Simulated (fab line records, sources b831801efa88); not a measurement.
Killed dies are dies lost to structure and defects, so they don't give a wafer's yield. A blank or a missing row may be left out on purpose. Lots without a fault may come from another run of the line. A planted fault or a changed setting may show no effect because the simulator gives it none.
Which tool did it? | flow gf180mcu | 14 lots, 42 wafers sampled, at 2 steps of a route of 602

WHAT THE GAUGES READ, wafer by wafer
GF_TOP_METAL_RS_MEAS_05: measures by four-point-probe.
lot  | measured     | on            | TOP_METAL_ALCU_RS (ohm/sq)
L218 | day 27 09:11 | film_metro-01 | 0.0321 0.0318 0.0320
L219 | day 27 21:32 | film_metro-04 | 0.0322 0.0324 0.0326
L221 | day 28 08:01 | film_metro-01 | 0.0333 0.0321 0.0330
L220 | day 28 10:30 | film_metro-01 | 0.0323 0.0327 0.0325
L222 | day 28 15:45 | film_metro-01 | 0.0333 0.0330 0.0329
L223 | day 29 02:49 | film_metro-04 | 0.0332 0.0331 0.0331
L224 | day 29 05:41 | film_metro-04 | 0.0320 0.0323 0.0319
L226 | day 29 23:39 | film_metro-01 | 0.0327 0.0326 0.0325
L227 | day 30 07:05 | film_metro-01 | 0.0330 0.0332 0.0326
L229 | day 30 20:34 | film_metro-01 | 0.0323 0.0319 0.0320
L230 | day 31 00:37 | film_metro-04 | 0.0327 0.0329 0.0328
L232 | day 31 18:46 | film_metro-04 | 0.0334 0.0330 0.0328
L238 | day 32 21:20 | film_metro-03 | 0.0327 0.0330 0.0327
L240 | day 33 19:04 | film_metro-01 | 0.0335 0.0331 0.0327

GF_TOP_METAL_CD_MEAS_14: target cd 440 nm.
lot  | measured     | on        | cd_nm (nm)
L218 | day 28 05:35 | cd_sem-01 | 440.5 439.8 439.7
L219 | day 28 17:22 | cd_sem-01 | 441.0 441.4 441.1
L221 | day 29 03:42 | cd_sem-01 | 440.6 441.5 438.2
L220 | day 29 06:44 | cd_sem-02 | 440.0 438.9 437.0
L222 | day 29 11:34 | cd_sem-02 | 440.5 441.8 440.8
L223 | day 29 21:57 | cd_sem-02 | 438.3 438.3 437.9
L224 | day 30 00:20 | cd_sem-01 | 440.0 439.2 440.2
L226 | day 30 17:42 | cd_sem-02 | 442.3 441.0 440.6
L227 | day 31 01:02 | cd_sem-02 | 439.7 442.9 442.9
L229 | day 31 14:11 | cd_sem-02 | 442.1 440.1 442.0
L230 | day 31 17:51 | cd_sem-02 | 441.4 440.3 440.1
L232 | day 32 11:52 | cd_sem-01 | 443.5 442.2 440.6
L238 | day 33 13:25 | cd_sem-02 | 437.5 441.1 439.3
L240 | day 34 10:03 | cd_sem-01 | 439.0 438.9 439.7

WHICH TOOL RAN EACH LOT (tool, then ch and the chambers of the sampled wafers, then the start)
The record holds no process step before these readings.

WHAT THE TOOLS THEMSELVES READ (means of the sampled wafers that have a number; where no wafer has one, the mark that the record gives instead)
The record holds no such reading with a usual standard deviation.

THE ANSWER, worked out from the rows above alone
Rule: what is usual is taken from the lots themselves. Put in order of their means at a reading, lots are off if they are a third of the lots or fewer, leave a main group of 4 or more, and stand apart from it by a gap of 3 or more times the standard deviation of the main group's means; of several such gaps the widest counts. A main group whose means are all the same, to the digits that the tables above print for the reading, isn't used. A lot without any number at a reading at which 4 lots or more have one is off too. The other lots that the step has rows for count as sound. The gauges are gone through in route order, then the tools' own readings, and for those a lot's mean is taken as printed above. The first step at which some lot is off is used, and at that step the reading that is off furthest; a lot without a number counts as furthest.
No lot is off at any reading shown: from this, nothing can be told.

WHAT THE SIMULATOR HAD PUT IN
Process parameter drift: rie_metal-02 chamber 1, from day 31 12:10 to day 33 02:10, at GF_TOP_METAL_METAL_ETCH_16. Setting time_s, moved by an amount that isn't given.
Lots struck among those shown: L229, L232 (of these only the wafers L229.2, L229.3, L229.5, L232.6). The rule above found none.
